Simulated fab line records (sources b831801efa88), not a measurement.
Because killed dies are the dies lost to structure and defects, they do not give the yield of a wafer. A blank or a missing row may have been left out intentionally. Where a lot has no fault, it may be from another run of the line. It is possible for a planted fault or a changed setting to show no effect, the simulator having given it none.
Chamber matching    flow gf180mcu    pecvd-01 running GF_V2_CVD_02: 3 sister chambers
The step deposits SiO2 from TEOS, target thk 850 nm, time 94.851 s. 3 wafers are shown with their chamber, then 8 later ones without.

EACH WAFER AND ITS CHAMBER
wafer   chamber  heater power w (W)
L088.2  1        530
L088.4  0        767
L090.3  2        639

WAFERS WITHOUT THEIR CHAMBER
wafer   heater power w (W)
L090.4  528
L090.6  504
L091.1  595
L091.2  644
L091.3  721
L092.2  640
L092.4  586
L092.6  529

WHICH CHAMBER EACH WENT THROUGH
wafer    from the rows above       in truth
L090.4   1                         1
L090.6   1                         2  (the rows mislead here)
L091.1   can't be placed: 2 or 1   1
L091.2   2                         2
L091.3   can't be placed: 0 or 2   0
L092.2   2                         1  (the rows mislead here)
L092.4   can't be placed: 2 or 1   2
L092.6   1                         1
3 of 8 placed correctly. Cannot be placed on the basis of these rows: 3; the candidates contain the true chamber in 3. 2 placed wrongly.
How it was worked out, from the rows above alone: a wafer's distance from a chamber is the root of the sum, over the readings, of the square of ((its reading less the chamber's mean) divided by the reading's scatter). The wafer belongs to the nearest chamber; if the next one is less than 2 further off, it can't be placed. Each chamber's mean is taken over the wafers shown for it. The scatter: with one shown wafer a chamber, the root of the mean of the squares of how far each hidden wafer lies from its nearest shown one.
